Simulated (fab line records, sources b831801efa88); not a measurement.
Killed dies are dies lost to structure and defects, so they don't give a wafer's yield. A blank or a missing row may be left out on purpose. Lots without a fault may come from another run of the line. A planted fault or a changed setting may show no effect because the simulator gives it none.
Chamber matching | flow sky130 | SKY_VIA2_CMP_02 on cmp-02: 4 sister chambers
The step polishes SiO2. 30 wafers are shown with their chamber, then 12 later ones without.

WAFERS WITH THEIR CHAMBER
wafer  | chamber | motor_current_A (A) | slurry_filter_dp_kPa (kPa)
L074.1 | 2       | 13.8                | 13.54
L074.5 | 2       | 13.3                | 13.47
L074.6 | 3       | 14.4                | 13.60
L077.4 | 3       | 13.5                | 13.41
L077.5 | 1       | 11.5                | 13.38
L077.6 | 2       | 13.5                | 13.37
L076.1 | 3       | 13.6                | 13.46
L076.2 | 1       | 11.8                | 13.45
L076.6 | 0       | 11.9                | 13.19
L082.1 | 2       | 13.3                | 13.62
L082.2 | 0       | 11.4                | 13.47
L082.4 | 1       | 11.7                | 13.36
L085.2 | 0       | 11.7                | 13.65
L085.4 | 2       | 13.7                | 13.50
L085.5 | 0       | 11.6                | 13.50
L087.2 | 3       | 14.2                | 13.58
L087.3 | 0       | 11.7                | 13.50
L087.6 | 1       | 11.8                | 13.50
L086.2 | 3       | 14.2                | 13.63
L086.3 | 1       | 12.1                | 13.47
L086.6 | 1       | 11.5                | 13.32
L089.1 | 3       | 13.9                | 13.42
L089.5 | 1       | 11.3                | 13.23
L089.6 | 0       | 12.4                | 13.68
L090.1 | 3       | 13.1                | 13.31
L090.3 | 1       | 11.6                | 13.65
L090.6 | 0       | 11.2                | 13.43
L091.3 | 1       | 11.3                | 13.68
L091.5 | 3       | 13.7                | 13.30
L091.6 | 0       | 11.4                | 13.44

SIGNATURES (means of the wafers above)
reading              | chamber 0 | chamber 1 | chamber 2 | chamber 3 | scatter within a chamber
motor_current_A      | 11.662    | 11.622    | 13.520    | 13.825    | 0.341
slurry_filter_dp_kPa | 13.4825   | 13.4489   | 13.5000   | 13.4638   | 0.136
Rule: a wafer's distance from a chamber is the root of the sum, over the readings, of the square of ((its reading less the chamber's mean) divided by the reading's scatter). The wafer belongs to the nearest chamber; if the next one is less than 2 further off, it can't be placed. The scatter: the root of (the sum of the squares of (reading less its chamber's mean) over the shown wafers, divided by (wafers less chambers)).

WAFERS WITHOUT THEIR CHAMBER
wafer  | motor_current_A (A) | slurry_filter_dp_kPa (kPa)
L092.2 | 13.2                | 13.48
L092.5 | 13.5                | 13.63
L092.6 | 13.8                | 13.62
L093.1 | 12.2                | 13.30
L093.2 | 13.0                | 13.57
L093.4 | 13.3                | 13.36
L094.1 | 11.8                | 13.47
L094.4 | 13.6                | 13.52
L094.5 | 12.3                | 13.40
L096.2 | 11.3                | 13.51
L096.4 | 13.5                | 13.55
L096.5 | 11.6                | 13.26

WHICH CHAMBER EACH WENT THROUGH
wafer  | from the rows above          | in truth
L092.2 | can't be placed: 2 or 3      | 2
L092.5 | can't be placed: 2 or 3      | 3
L092.6 | can't be placed: 3 or 2      | 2
L093.1 | can't be placed: 1 or 0      | 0
L093.2 | can't be placed: 2 or 3      | 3
L093.4 | can't be placed: 2 or 3      | 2
L094.1 | can't be placed: 0 or 1      | 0
L094.4 | can't be placed: 2 or 3      | 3
L094.5 | can't be placed: 0 or 1 or 2 | 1
L096.2 | can't be placed: 1 or 0      | 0
L096.4 | can't be placed: 2 or 3      | 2
L096.5 | can't be placed: 1 or 0      | 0
Placed correctly: 0 of 12. Can't be placed from these rows: 12 (the true chamber is among the candidates in 12). Placed wrongly: 0.
